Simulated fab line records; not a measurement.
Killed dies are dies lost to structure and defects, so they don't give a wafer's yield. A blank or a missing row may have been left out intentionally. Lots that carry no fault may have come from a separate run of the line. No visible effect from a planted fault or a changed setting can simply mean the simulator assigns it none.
fab line records | flow sky130
record: lots: 12 | wafers: 36 | last-day: 50
route steps=708 shown VIA3@590 VIA4@640 PASSIVATION@693 PAD_OPEN@708
lots untouched by any fault: they come from a run of this same line in which no faults occurred
start-h: the number of hours between the record's first day and the start of the first shown wafer of the lot | wait-h: how many hours have passed since the lot's step before this one | " same as the row above | L1.1+2: a row that stands for several wafers | - either no value or no given start | * or withheld: withheld | < > ~ a bound
route shown NAME@n: NAME is a module with steps in the file, n the number in the route of the first one | usual: the fault-free wafers' mean and standard deviation | same: alike in all rows | chamber/n: place in a boat | sites: readings site by site | _std_site: the values' standard deviation | _edge_site: mean of outer sites minus mean of inner sites | radius-mm: for every site, how far away it sits from the centre of the wafer | mask NAME#n: copy n | behind: the tool/chamber that last shaped the wafer | hold: reason for holding the lot/hours on hold/outcome of the hold | device: names the non-switching transistor (n, p or np) | end of line: at the end of the route, the tests of the same wafers | a step with no rows: only its recipe | killed: at the first sort, the dies lost to defects and structure; wafer yield is something else | map: a wafer's dies, marking killed ones x, the rest . and places with no die _
set.NAME: the setting the step ran with; set.NAME@STEP: the setting that earlier step ran with | model.NAME: the simulator's own value behind a step, which no gauge read
the route's steps for a sample of lots (tables are steps, rows are wafers)
services: when a tool's chamber went out of use (start-h, in hours from the record's first day, below 0 if earlier), for how many hours, and the reason
== steps ==
step: SKY_VIA3_STRIP_17
recipe: chemistry: post-etch-residue-remover | time-s: 1200 | temp-c: 72.5
usual: bath-heat-duty-pct: 13.7/1.3 | temp-c: 72.48/0.13
lot.wafer | tool         | chamber | start-h | wait-h | bath-heat-duty-pct | temp-c
L535.1    | wet-bench-04 | 3       | 935.20  | 0.1    | 11.5               | 72.64
L535.5    | "            | 3       | "       | "      | 12.7               | 72.37
L535.6    | "            | 3       | "       | "      | 12.1               | 72.56
L537.1    | wet-bench-04 | 0       | 939.24  | 0.1    | 14.8               | 72.44
L537.5    | "            | 0       | "       | "      | 14.1               | 72.34
L537.6    | "            | 0       | "       | "      | 14.1               | 72.48
L538.1    | wet-bench-04 | 2       | 947.20  | 0.1    | 13.0               | 72.55
L538.2    | "            | 2       | "       | "      | 13.0               | 72.65
L538.5    | "            | 2       | "       | "      | 14.0               | 72.47
L541.1    | wet-bench-04 | 3       | 968.20  | 0.1    | 12.8               | 72.36
L541.5    | "            | 3       | "       | "      | 11.4               | 72.31
L541.6    | "            | 3       | "       | "      | 12.6               | 72.34
L542.2    | wet-bench-04 | 3       | 983.34  | 0.1    | 13.2               | 72.41
L542.3    | "            | 3       | "       | "      | 12.0               | 72.35
L542.6    | "            | 3       | "       | "      | 12.9               | 72.26
L547.1    | wet-bench-04 | 1       | 1026.00 | 0.1    | 14.9               | 72.17
L547.2    | "            | 1       | "       | "      | 13.3               | 72.47
L547.6    | "            | 1       | "       | "      | 14.2               | 72.43
L546.1    | wet-bench-04 | 2       | 1029.30 | 0.1    | 13.9               | 72.51
L546.3    | "            | 2       | "       | "      | 12.3               | 72.36
L546.6    | "            | 2       | "       | "      | 11.9               | 72.45
L548.3    | wet-bench-04 | 2       | 1044.20 | 0.0    | 13.5               | 72.50
L548.5    | "            | 2       | "       | "      | 13.4               | 72.48
L548.6    | "            | 2       | "       | "      | 12.5               | 72.39
L550.1    | wet-bench-03 | 2       | 1046.65 | 0.1    | 14.7               | 72.44
L550.3    | "            | 2       | "       | "      | 14.0               | 72.38
L550.5    | "            | 2       | "       | "      | 14.0               | 72.28
L554.1    | wet-bench-02 | 1       | 1064.24 | 0.1    | 11.9               | 72.39
L554.2    | "            | 1       | "       | "      | 12.7               | 72.52
L554.3    | "            | 1       | "       | "      | 11.8               | 72.52
L555.4    | wet-bench-02 | 1       | 1065.24 | 0.0    | 12.8               | 72.64
L555.5    | "            | 1       | "       | "      | 12.0               | 72.67
L555.6    | "            | 1       | "       | "      | 13.0               | 72.50
L557.1    | wet-bench-03 | 2       | 1080.00 | 0.1    | 14.2               | 72.38
L557.4    | "            | 2       | "       | "      | 16.5               | 72.43
L557.6    | "            | 2       | "       | "      | 14.5               | 72.52
step: SKY_VIA4_THK_MEAS_01
recipe: reads: SiO2_of_VIA4_HDPCVD_00
usual: VIA4_HDPCVD_THK: 1748/18
lot.wafer | tool          | chamber | start-h | wait-h | VIA4_HDPCVD_THK[nm]
L535.1    | film-metro-01 | -       | 987.24  | 0.1    | 1737
L535.5    | "             | -       | "       | "      | 1763
L535.6    | "             | -       | "       | "      | 1744
L537.1    | film-metro-01 | -       | 991.27  | 0.1    | 1751
L537.5    | "             | -       | "       | "      | 1759
L537.6    | "             | -       | "       | "      | 1741
L538.1    | film-metro-03 | -       | 998.51  | 0.1    | 1765
L538.2    | "             | -       | "       | "      | 1766
L538.5    | "             | -       | "       | "      | 1764
L541.1    | film-metro-02 | -       | 1019.00 | 0.1    | 1748
L541.5    | "             | -       | "       | "      | 1763
L541.6    | "             | -       | "       | "      | 1730
L542.2    | film-metro-01 | -       | 1032.28 | 0.1    | 1766
L542.3    | "             | -       | "       | "      | 1736
L542.6    | "             | -       | "       | "      | 1741
L547.1    | film-metro-02 | -       | 1073.67 | 0.1    | 1761
L547.2    | "             | -       | "       | "      | 1768
L547.6    | "             | -       | "       | "      | 1751
L546.1    | film-metro-02 | -       | 1076.93 | 0.1    | 1707
L546.3    | "             | -       | "       | "      | 1714
L546.6    | "             | -       | "       | "      | 1723
L548.3    | film-metro-02 | -       | 1090.80 | 0.1    | 1763
L548.5    | "             | -       | "       | "      | 1736
L548.6    | "             | -       | "       | "      | 1756
L550.1    | film-metro-01 | -       | 1093.54 | 0.1    | 1735
L550.3    | "             | -       | "       | "      | 1740
L550.5    | "             | -       | "       | "      | 1739
L554.1    | film-metro-02 | -       | 1109.51 | 0.1    | 1717
L554.2    | "             | -       | "       | "      | 1731
L554.3    | "             | -       | "       | "      | 1682
L555.4    | film-metro-02 | -       | 1109.97 | 0.0    | 1775
L555.5    | "             | -       | "       | "      | 1743
L555.6    | "             | -       | "       | "      | 1741
L557.1    | film-metro-01 | -       | 1123.62 | 0.1    | 1725
L557.4    | "             | -       | "       | "      | 1743
L557.6    | "             | -       | "       | "      | 1729
step: SKY_VIA4_SPUTTER_17
recipe: material: TiN | target-thk-nm: 20 | chamber-pressure-pa: 5 | power-w: 4000 | time-s: 80
usual: throttle-valve-pct: 29.8/1.2
lot.wafer | tool           | chamber | start-h | wait-h | throttle-valve-pct
L535.1    | pvd-sputter-03 | -       | 1010.84 | 0.0    | 29.4
L535.5    | "              | -       | "       | "      | 31.4
L535.6    | "              | -       | "       | "      | 29.4
L537.1    | pvd-sputter-02 | -       | 1015.55 | 0.0    | 29.5
L537.5    | "              | -       | "       | "      | 28.7
L537.6    | "              | -       | "       | "      | 32.1
L538.1    | pvd-sputter-03 | -       | 1023.12 | 0.0    | 29.1
L538.2    | "              | -       | "       | "      | 29.5
L538.5    | "              | -       | "       | "      | 31.2
L541.1    | pvd-sputter-04 | -       | 1042.53 | 0.0    | 27.6
L541.5    | "              | -       | "       | "      | 29.7
L541.6    | "              | -       | "       | "      | 31.1
L542.2    | pvd-sputter-04 | -       | 1055.97 | 0.0    | 27.7
L542.3    | "              | -       | "       | "      | 29.6
L542.6    | "              | -       | "       | "      | 27.3
L547.1    | pvd-sputter-04 | -       | 1094.75 | 0.0    | 29.9
L547.2    | "              | -       | "       | "      | 28.8
L547.6    | "              | -       | "       | "      | 29.6
L546.1    | pvd-sputter-03 | -       | 1097.98 | 0.0    | 29.1
L546.3    | "              | -       | "       | "      | 30.3
L546.6    | "              | -       | "       | "      | 29.7
L548.3    | pvd-sputter-03 | -       | 1111.50 | 0.0    | 29.6
L548.5    | "              | -       | "       | "      | 31.3
L548.6    | "              | -       | "       | "      | 29.7
L550.1    | pvd-sputter-04 | -       | 1114.90 | 0.0    | 28.9
L550.3    | "              | -       | "       | "      | 29.7
L550.5    | "              | -       | "       | "      | 29.0
L554.1    | pvd-sputter-02 | -       | 1130.04 | 0.0    | 29.5
L554.2    | "              | -       | "       | "      | 29.3
L554.3    | "              | -       | "       | "      | 28.9
L555.4    | pvd-sputter-03 | -       | 1130.10 | 0.0    | 30.6
L555.5    | "              | -       | "       | "      | 31.3
L555.6    | "              | -       | "       | "      | 29.8
L557.1    | pvd-sputter-02 | -       | 1142.94 | 0.0    | 29.3
L557.4    | "              | -       | "       | "      | 29.1
L557.6    | "              | -       | "       | "      | 32.1
step: SKY_PASSIVATION_STRIP_12
recipe: chemistry: O2/N2 | power-w: 1400 | pressure-mtorr: 1500 | platen-temp-c: withheld | overash-fraction: 0.7 | o2-flow-sccm: 3000 | n2-flow-sccm: 300
usual: drypump-motor-current-A: 5.68/0.23 | oes-product-au: 0.661/0.0046 | strip-time-to-endpoint-s: 31.43/0.12
lot.wafer | tool            | chamber | start-h | wait-h | drypump-motor-current-A | oes-product-au | rf-hours-counter-h | strip-time-to-endpoint-s
L535.1    | plasma-asher-01 | 1       | 1057.70 | 0.1    | 5.48                    | 0.659          | 95                 | 31.26
L535.5    | "               | 1       | "       | "      | 5.47                    | 0.664          | -                  | 31.42
L535.6    | "               | 0       | "       | "      | 5.46                    | 0.658          | -                  | 31.39
L537.1    | plasma-asher-03 | 1       | 1062.75 | 0.1    | 5.92                    | 0.653          | 63                 | 31.38
L537.5    | "               | 1       | "       | "      | 5.91                    | 0.664          | -                  | 31.37
L537.6    | "               | 0       | "       | "      | 5.98                    | 0.666          | -                  | 31.50
L538.1    | plasma-asher-01 | 1       | 1069.95 | 0.1    | 5.46                    | 0.660          | 97                 | 31.55
L538.2    | "               | 0       | "       | "      | 5.44                    | 0.659          | 97                 | 31.49
L538.5    | "               | 0       | "       | "      | 5.45                    | 0.664          | -                  | 31.54
L541.1    | plasma-asher-02 | 0       | 1087.64 | 0.1    | 5.61                    | 0.669          | 35                 | 31.41
L541.5    | "               | 0       | "       | "      | 5.65                    | 0.665          | -                  | 31.34
L541.6    | "               | 1       | "       | "      | 5.48                    | 0.667          | -                  | 31.47
L542.2    | plasma-asher-03 | 1       | 1099.35 | 0.1    | 5.92                    | 0.658          | 67                 | 31.30
L542.3    | "               | 1       | "       | "      | 5.93                    | 0.664          | -                  | 31.24
L542.6    | "               | 0       | "       | "      | 5.95                    | 0.655          | -                  | 31.36
L547.1    | plasma-asher-02 | 0       | 1135.95 | 0.1    | 5.64                    | 0.663          | 40                 | 31.53
L547.2    | "               | 1       | "       | "      | 5.48                    | 0.657          | 40                 | 31.44
L547.6    | "               | 0       | "       | "      | 5.64                    | 0.670          | -                  | 31.56
L546.1    | plasma-asher-03 | 1       | 1138.40 | 0.1    | 5.94                    | 0.661          | 71                 | 31.41
L546.3    | "               | 0       | "       | "      | 5.99                    | 0.660          | -                  | 31.54
L546.6    | "               | 1       | "       | "      | 5.93                    | 0.664          | -                  | 31.53
L548.3    | plasma-asher-01 | 0       | 1152.52 | 0.1    | 5.45                    | 0.665          | -                  | 31.49
L548.5    | "               | 0       | "       | "      | 5.43                    | 0.655          | -                  | 31.50
L548.6    | "               | 1       | "       | "      | 5.48                    | 0.653          | -                  | 31.39
L550.1    | plasma-asher-01 | 1       | 1155.49 | 0.1    | 5.47                    | 0.656          | 106                | 31.28
L550.3    | "               | 0       | "       | "      | 5.46                    | 0.663          | -                  | 31.65
L550.5    | "               | 0       | "       | "      | 5.43                    | 0.676          | -                  | 31.49
L554.1    | plasma-asher-01 | 1       | 1168.64 | 0.1    | 5.47                    | 0.663          | 107                | 31.52
L554.2    | "               | 0       | "       | "      | 5.43                    | 0.663          | 107                | 31.41
L554.3    | "               | 0       | "       | "      | 5.41                    | 0.657          | -                  | 31.47
L555.4    | plasma-asher-03 | 0       | 1169.53 | 0.1    | 5.95                    | 0.661          | -                  | 31.43
L555.5    | "               | 1       | "       | "      | 5.91                    | 0.658          | -                  | 31.44
L555.6    | "               | 0       | "       | "      | 5.98                    | 0.665          | -                  | 31.37
L557.1    | plasma-asher-03 | 0       | 1181.20 | 0.1    | 5.97                    | 0.662          | 75                 | 31.31
L557.4    | "               | 1       | "       | "      | 5.96                    | 0.664          | -                  | 31.40
L557.6    | "               | 1       | "       | "      | 5.93                    | 0.657          | -                  | 31.33
step: SKY_PAD_OPEN_PROBE_99
usual: defect-limited-yield: 82.9/1.7 | killed_at_M0_to_M3: 42/6.7 | killed_at_M4_up: 3.4/2 | killed-at-contacts: 24/5.1 | killed-at-front-end: 14/4.2 | killed-at-other: 0.2/0.49 | killed-dies: 84/8.4 | killed-on-rim: 17/3.6 | killed-open: 46/7 | killed-short: 39/5.8 | sort_bin_3_pad_short: 0.8/0.42 | sort_bin_5_function: 10.2/1.3 | sort_bin_6_memory: 6.1/1 | sort-n-pass: 408/8.4 | sort-yield-pct: 82.9/1.7
same: gross-dies: 492 | killed-at-back-side: 0 | sort_bin_4_leakage[%]: 0 | sort_bin_8_speed[%]: 0
lot.wafer | tool      | chamber | start-h | wait-h | defect-limited-yield[%] | killed_at_M0_to_M3 | killed_at_M4_up | killed-at-contacts | killed-at-front-end | killed-at-other | killed-dies | killed-on-rim | killed-open | killed-short | sort_bin_3_pad_short[%] | sort_bin_5_function[%] | sort_bin_6_memory[%] | sort-n-pass | sort-yield-pct[%]
L541.1    | prober-01 | -       | 1109.91 | 0.1    | 83.5                    | 35                 | 5               | 23                 | 18                  | 0               | 81          | 16            | 43          | 38           | 0.8                     | 10.0                   | 5.7                  | 411         | 83.5
L541.5    | prober-01 | -       | 1110.11 | 0.2    | 82.1                    | 44                 | 4               | 28                 | 11                  | 1               | 88          | 15            | 44          | 44           | 1.4                     | 10.8                   | 5.7                  | 404         | 82.1
L541.6    | prober-01 | -       | 1110.16 | 0.2    | 81.3                    | 39                 | 1               | 39                 | 13                  | 0               | 92          | 16            | 49          | 43           | 1.2                     | 10.8                   | 6.7                  | 400         | 81.3
L542.2    | prober-02 | -       | 1121.32 | 0.1    | 82.9                    | 50                 | 1               | 22                 | 11                  | 0               | 84          | 12            | 42          | 42           | 1.0                     | 9.1                    | 6.9                  | 408         | 82.9
L542.3    | prober-02 | -       | 1121.37 | 0.2    | 80.7                    | 50                 | 2               | 20                 | 22                  | 1               | 95          | 16            | 42          | 53           | 0.6                     | 12.2                   | 6.5                  | 397         | 80.7
L542.6    | prober-02 | -       | 1121.52 | 0.2    | 82.1                    | 37                 | 5               | 29                 | 17                  | 0               | 88          | 17            | 46          | 42           | 1.0                     | 10.0                   | 6.9                  | 404         | 82.1
L547.1    | prober-02 | -       | 1156.42 | 0.1    | 72.0                    | 112                | 5               | 17                 | 3                   | 1               | 138         | 29            | 38          | 42           | 5.5                     | 15.7                   | 6.9                  | 354         | 72.0
L547.2    | prober-02 | -       | 1156.47 | 0.1    | 71.5                    | 105                | 7               | 14                 | 14                  | 0               | 140         | 31            | 45          | 38           | 4.5                     | 16.5                   | 7.5                  | 352         | 71.5
L547.6    | prober-02 | -       | 1156.67 | 0.2    | 74.8                    | 95                 | 5               | 13                 | 11                  | 0               | 124         | 25            | 44          | 25           | 4.1                     | 13.4                   | 7.7                  | 368         | 74.8
L546.1    | prober-01 | -       | 1159.15 | 0.1    | 75.4                    | 84                 | 5               | 15                 | 17                  | 0               | 121         | 26            | 45          | 27           | 4.7                     | 15.7                   | 4.3                  | 371         | 75.4
L546.3    | prober-01 | -       | 1159.25 | 0.2    | 72.0                    | 95                 | 4               | 26                 | 13                  | 0               | 138         | 24            | 50          | 32           | 3.7                     | 18.5                   | 5.9                  | 354         | 72.0
L546.6    | prober-01 | -       | 1159.40 | 0.2    | 73.6                    | 91                 | 3               | 20                 | 16                  | 0               | 130         | 24            | 45          | 34           | 4.7                     | 14.8                   | 6.9                  | 362         | 73.6
L548.3    | prober-01 | -       | 1172.97 | 0.2    | 72.8                    | 89                 | 0               | 22                 | 23                  | 0               | 134         | 28            | 41          | 36           | 2.6                     | 17.5                   | 7.1                  | 358         | 72.8
L548.5    | prober-01 | -       | 1173.07 | 0.2    | 72.4                    | 100                | 1               | 23                 | 12                  | 0               | 136         | 24            | 49          | 33           | 4.1                     | 15.9                   | 7.7                  | 356         | 72.4
L548.6    | prober-01 | -       | 1173.12 | 0.2    | 72.4                    | 100                | 4               | 17                 | 15                  | 0               | 136         | 34            | 43          | 39           | 4.3                     | 16.5                   | 6.9                  | 356         | 72.4
L550.1    | prober-02 | -       | 1175.57 | 0.1    | 84.1                    | 36                 | 4               | 24                 | 13                  | 1               | 78          | 21            | 37          | 41           | 1.0                     | 9.3                    | 5.5                  | 414         | 84.1
L550.3    | prober-02 | -       | 1175.67 | 0.2    | 81.9                    | 42                 | 6               | 34                 | 7                   | 0               | 89          | 16            | 53          | 36           | 1.0                     | 7.9                    | 9.1                  | 403         | 81.9
L550.5    | prober-02 | -       | 1175.77 | 0.2    | 83.1                    | 32                 | 3               | 31                 | 16                  | 1               | 83          | 21            | 42          | 41           | 0.6                     | 11.0                   | 5.3                  | 409         | 83.1
L554.1    | prober-02 | -       | 1187.25 | 0.1    | 84.8                    | 43                 | 6               | 17                 | 9                   | 0               | 75          | 13            | 44          | 31           | 0.6                     | 9.6                    | 5.1                  | 417         | 84.8
L554.2    | prober-02 | -       | 1187.30 | 0.1    | 82.3                    | 44                 | 3               | 19                 | 21                  | 0               | 87          | 10            | 49          | 38           | 0.8                     | 10.8                   | 6.1                  | 405         | 82.3
L554.3    | prober-02 | -       | 1187.35 | 0.2    | 83.5                    | 41                 | 1               | 28                 | 11                  | 0               | 81          | 20            | 36          | 45           | 0.6                     | 9.6                    | 6.3                  | 411         | 83.5
killed by level:class
L541.1 VIA1:geometric-particle:open=9 LI_CONTACT:geometric-particle:open=8 CONTACT:geometric-particle:open=6 FIELD_ISO:geometric-particle:short=5 FIELD_ISO:geometric-particle:open=5 VIA2:geometric-particle:open=5 CONTACT:geometric-particle:short=5 METAL1:geometric-particle:short=5
L541.5 VIA1:geometric-particle:open=9 METAL1:geometric-particle:short=8 CONTACT:geometric-particle:short=7 FIELD_ISO:geometric-particle:open=6 LOCAL_INTERCONNECT:geometric-particle:short=6 CONTACT:geometric-particle:open=6 VIA2:geometric-particle:open=6 VIA3:geometric-particle:open=6
L541.6 CONTACT:geometric-particle:short=14 CONTACT:geometric-particle:open=12 VIA1:geometric-particle:open=12 FIELD_ISO:geometric-particle:open=6 LI_CONTACT:geometric-particle:open=6 LOCAL_INTERCONNECT:geometric-particle:short=6 VIA2:geometric-particle:open=6 VIA1:geometric-particle:short=5
L542.2 VIA1:geometric-particle:open=11 VIA2:geometric-particle:open=8 VIA1:geometric-particle:short=8 LI_CONTACT:geometric-particle:open=6 CONTACT:geometric-particle:open=6 CONTACT:geometric-particle:short=5 VIA2:geometric-particle:short=5 FIELD_ISO:geometric-particle:short=4
L542.3 VIA1:geometric-particle:open=10 VIA1:geometric-particle:short=9 CONTACT:geometric-particle:open=8 METAL1:geometric-particle:short=7 VIA2:geometric-particle:short=6 VIA2:geometric-particle:open=6 VIA3:geometric-particle:open=6 FIELD_ISO:geometric-particle:open=5
L542.6 VIA1:geometric-particle:open=15 CONTACT:geometric-particle:open=9 LOCAL_INTERCONNECT:geometric-particle:short=6 FIELD_ISO:geometric-particle:short=5 POLY_GATE:geometric-particle:short=5 LI_CONTACT:geometric-particle:open=5 CONTACT:geometric-particle:short=5 VIA2:geometric-particle:open=4
L547.1 VIA3:unspecified=58 VIA3:geometric-particle:open=9 VIA1:geometric-particle:open=9 VIA1:geometric-particle:short=8 METAL1:geometric-particle:short=6 METAL2:geometric-particle:short=6 CONTACT:geometric-particle:open=5 CONTACT:geometric-particle:short=5
L547.2 VIA3:unspecified=57 VIA1:geometric-particle:open=13 METAL1:geometric-particle:short=7 METAL2:geometric-particle:short=7 CONTACT:geometric-particle:open=6 VIA3:geometric-particle:open=5 FIELD_ISO:geometric-particle:open=4 LI_CONTACT:geometric-particle:open=4
L547.6 VIA3:unspecified=55 VIA3:geometric-particle:open=12 LI_CONTACT:geometric-particle:open=7 VIA1:geometric-particle:open=7 FIELD_ISO:geometric-particle:short=5 METAL2:geometric-particle:short=5 CONTACT:geometric-particle:open=4 VIA2:geometric-particle:open=4
L546.1 VIA3:unspecified=49 VIA3:geometric-particle:open=9 VIA1:geometric-particle:open=8 CONTACT:geometric-particle:open=5 VIA2:geometric-particle:open=5 FIELD_ISO:geometric-particle:short=4 LI_CONTACT:geometric-particle:open=4 POLY_GATE:geometric-particle:open=3
L546.3 VIA3:unspecified=56 CONTACT:geometric-particle:open=13 VIA1:geometric-particle:open=10 VIA3:geometric-particle:open=8 CONTACT:geometric-particle:short=5 LI_CONTACT:geometric-particle:open=5 METAL1:geometric-particle:short=5 FIELD_ISO:geometric-particle:short=4
L546.6 VIA3:unspecified=51 VIA1:geometric-particle:open=9 CONTACT:geometric-particle:open=7 POLY_GATE:geometric-particle:open=6 CONTACT:geometric-particle:short=6 VIA3:geometric-particle:short=5 FIELD_ISO:geometric-particle:open=4 POLY_GATE:geometric-particle:short=4
L548.3 VIA3:unspecified=57 POLY_GATE:geometric-particle:short=7 CONTACT:geometric-particle:open=7 VIA1:geometric-particle:open=7 METAL2:geometric-particle:short=6 POLY_GATE:geometric-particle:open=5 VIA2:geometric-particle:open=5 LI_CONTACT:geometric-particle:open=5
L548.5 VIA3:unspecified=54 VIA1:geometric-particle:open=13 CONTACT:geometric-particle:open=9 VIA3:geometric-particle:open=8 VIA2:geometric-particle:open=7 LI_CONTACT:geometric-particle:open=6 CONTACT:geometric-particle:short=6 VIA2:geometric-particle:short=5
L548.6 VIA3:unspecified=54 VIA1:geometric-particle:open=14 CONTACT:geometric-particle:short=6 VIA1:geometric-particle:short=6 VIA2:geometric-particle:open=6 VIA3:geometric-particle:open=6 FIELD_ISO:geometric-particle:short=5 CONTACT:geometric-particle:open=4
L550.1 CONTACT:geometric-particle:open=8 VIA3:geometric-particle:open=7 METAL1:geometric-particle:short=6 LOCAL_INTERCONNECT:geometric-particle:short=5 CONTACT:geometric-particle:short=5 POLY_GATE:geometric-particle:open=4 VIA1:geometric-particle:short=4 VIA1:geometric-particle:open=4
L550.3 CONTACT:geometric-particle:open=11 LI_CONTACT:geometric-particle:open=10 VIA1:geometric-particle:open=9 VIA2:geometric-particle:open=7 LOCAL_INTERCONNECT:geometric-particle:short=6 CONTACT:geometric-particle:short=6 VIA3:geometric-particle:short=6 VIA3:geometric-particle:open=5
L550.5 LI_CONTACT:geometric-particle:open=10 CONTACT:geometric-particle:open=10 CONTACT:geometric-particle:short=8 VIA2:geometric-particle:open=7 VIA1:geometric-particle:open=6 FIELD_ISO:geometric-particle:short=5 POLY_GATE:geometric-particle:short=5 METAL1:geometric-particle:short=5
L554.1 VIA1:geometric-particle:open=9 VIA2:geometric-particle:open=9 CONTACT:geometric-particle:open=7 FIELD_ISO:geometric-particle:short=4 LI_CONTACT:geometric-particle:open=4 VIA1:geometric-particle:short=4 METAL1:geometric-particle:short=4 METAL1:geometric-particle:open=4
L554.2 VIA2:geometric-particle:open=10 CONTACT:geometric-particle:open=8 VIA1:geometric-particle:open=7 POLY_GATE:geometric-particle:open=6 VIA1:geometric-particle:short=6 VIA3:geometric-particle:short=5 FIELD_ISO:geometric-particle:open=4 METAL2:geometric-particle:short=4
L554.3 LI_CONTACT:geometric-particle:open=10 CONTACT:geometric-particle:open=6 CONTACT:geometric-particle:short=6 METAL3:geometric-particle:short=6 LI_CONTACT:geometric-particle:short=5 VIA1:geometric-particle:open=5 VIA2:geometric-particle:open=5 VIA3:geometric-particle:open=5
== services ==
tool            | chamber | start-h | hours | kind
pvd-sputter-04  | 3       | 926.82  | -     | consumable-replace:kit
pvd-sputter-04  | 3       | 926.82  | 18.0  | scheduled-down
pvd-sputter-04  | 3       | 926.82  | 18.0  | vent-cycle
plasma-asher-02 | -       | 936.02  | 2.4   | repair
pvd-sputter-02  | -       | 980.88  | 2.7   | repair
plasma-asher-03 | -       | 1003.84 | 14.6  | pm
pvd-sputter-03  | 2       | 1008.12 | -     | consumable-replace:kit
pvd-sputter-03  | 2       | 1008.12 | 18.0  | scheduled-down
pvd-sputter-03  | 2       | 1008.12 | 18.0  | vent-cycle
plasma-asher-01 | -       | 1009.29 | 1.8   | repair
pvd-sputter-02  | 1       | 1030.53 | -     | consumable-replace:kit
wet-bench-02    | -       | 1030.83 | 1.9   | pm
plasma-asher-01 | -       | 1042.88 | 1.3   | repair
wet-bench-02    | -       | 1056.96 | 0.8   | repair
pvd-sputter-04  | 2       | 1086.66 | -     | consumable-replace:kit
pvd-sputter-04  | 2       | 1086.66 | 18.0  | scheduled-down
pvd-sputter-04  | 2       | 1086.66 | 18.0  | vent-cycle
pvd-sputter-03  | 1       | 1133.18 | -     | consumable-replace:kit
pvd-sputter-03  | 1       | 1133.18 | 18.0  | scheduled-down
pvd-sputter-03  | 1       | 1133.18 | 18.0  | vent-cycle
plasma-asher-02 | -       | 1146.85 | 10.7  | repair
pvd-sputter-04  | -       | 1152.56 | 0.8   | repair
wet-bench-04    | -       | 1158.81 | 4.4   | pm
pvd-sputter-03  | -       | 1176.19 | 2.4   | repair
== key ==
first-sign: step: SKY_PAD_OPEN_PROBE_99 | reading: killed_at_M0_to_M3 | direction: up | sigmas: 8.1 | usual: 42 | struck: 97
effect: step: SKY_PAD_OPEN_PROBE_99 | reading: sort_bin_3_pad_short | direction: up | sigmas: 8.1 | usual: 0.8 | struck: 4.2
met-at SKY_VIA3_STRIP_17
struck-lots L546,L547,L548
not-acting-at SKY_VIA4_THK_MEAS_01,SKY_VIA4_SPUTTER_17,SKY_PASSIVATION_STRIP_12
onset-between 983.34 1026.00
fault: kind: chamber-particle-source | tool: wet-bench-04 | chamber: - | onset-h: 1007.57 | steps: SKY_VIA3_STRIP_17 | rate-per-visit-cm2: 1.6042 | end-h: 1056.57
